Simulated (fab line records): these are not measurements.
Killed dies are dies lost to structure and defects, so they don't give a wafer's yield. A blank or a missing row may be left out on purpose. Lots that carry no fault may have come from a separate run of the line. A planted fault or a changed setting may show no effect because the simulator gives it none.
Problem report, 8D (eight disciplines) form, completed by code / flow sky130 / the parts of the form that need people (team, actions taken, sign-off) are left out

## 1. PROBLEM STATEMENT
METAL2_ALCU_RS at SKY_METAL2_RS_MEAS_05 reads a mean of 0.1344 ohm/sq on 1 wafer of 1 lot; wafers without a fault read 0.1257 ohm/sq with a standard deviation of 0.0015. That is +5.8 standard deviations from the usual mean.
The step: measures by four-point-probe.
Earliest sighting: wafer L728.3 on film-metro-01 at day 40 09:32. The record holds 38 wafers of 13 lots with a number at this step. Rule for "out", or "out of limits": more than 4 standard deviations from the usual mean. The other wafers with a number count as sound.

## 2. WHAT IT IS; WHAT IT IS NOT
question=which readings at this step; is=METAL2_ALCU_RS; is not=-
question=which lots; is=L728; is not=L708, L709, L710, L712, L713, L714, L715, L716, L717, L718, L719, L722
question=which wafers of those lots; is=L728.3; is not=L728.5
question=read on which gauges; is=film-metro-01; is not=film-metro-02, film-metro-03
question=when; is=from day 40 09:32; is not=up to then (37 sound wafers)

## 3. THE SUSPECTS, EACH WITH WHAT RULES IT OUT
Counting: a tool at a process step up to the reading stays a suspect if it ran every lot that is out. Sound lots after the first of them don't rule it out here, since some wafers of a struck lot are sound.
- the gauge at SKY_METAL2_RS_MEAS_05: kept. All the wafers that are out were read on film-metro-01, and no step on other tools shows them out.
- rie-metal-01 at SKY_METAL1_DESCUM_17 (chemistry O2, time 8 s): kept. It processed L728, the lot that is out, at day 39 05:30, and its most recent sound lot before then was L722 at day 37 18:43.
- pvd-sputter-02 at SKY_METAL2_SPUTTER_02 (material AlCu, target thk 250 nm, time 13.3 s): kept. It processed L728, the lot that is out, at day 40 09:24, and its most recent sound lot before then was L717 at day 37 03:52.
Still standing after the count: rie-metal-01 at SKY_METAL1_DESCUM_17, pvd-sputter-02 at SKY_METAL2_SPUTTER_02, film-metro-01 at SKY_METAL2_RS_MEAS_05.

## 4. THE CAUSE (what the simulator had put in)
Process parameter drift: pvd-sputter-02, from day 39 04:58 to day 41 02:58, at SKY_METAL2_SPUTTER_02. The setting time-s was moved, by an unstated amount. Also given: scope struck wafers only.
3 suspects survive the count, and this tool is in that group.

## 5. SEQUENCE OF EFFECTS, ordered by route
Each row: a reading whose mean over the struck wafers that have a number lies more than 3 standard deviations from the usual. Scope: only readings with a usual standard deviation given in the record; hours: median across lots of the time from each lot's start at the first step in this table that gives one to its start at this step; sigmas: change in usual standard deviations.
hours=0; step=SKY_METAL2_RS_MEAS_05; reading=METAL2_ALCU_RS; usual=0.1257 ohm/sq; on struck wafers=0.1344; change=+0.0087; sigmas=+5.8
hours=0; step=SKY_METAL2_THK_MEAS_06; reading=METAL2_ALCU_THK; usual=256 nm; on struck wafers=240; change=-16; sigmas=-4.8
At these later measuring or inspecting steps, every struck wafer for which the step has a row has a number for every such reading, and none has moved that far: SKY_METAL2_CD_MEAS_15.

## 6. WHAT WOULD HAVE CAUGHT IT SOONER
The first out-of-limits reading at a measuring or inspecting step in this record came at day 40 09:32, 29 hours after the fault's start at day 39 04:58.
Tool readings at SKY_METAL2_SPUTTER_02 with a usual standard deviation given in the record: none out on any struck wafer, hence no alarm at a limit of 4 standard deviations on them.
All the lots that are out (1) had begun SKY_METAL2_SPUTTER_02 on pvd-sputter-02 by day 40 09:32. None of them would have been spared by holding the tool at that moment.
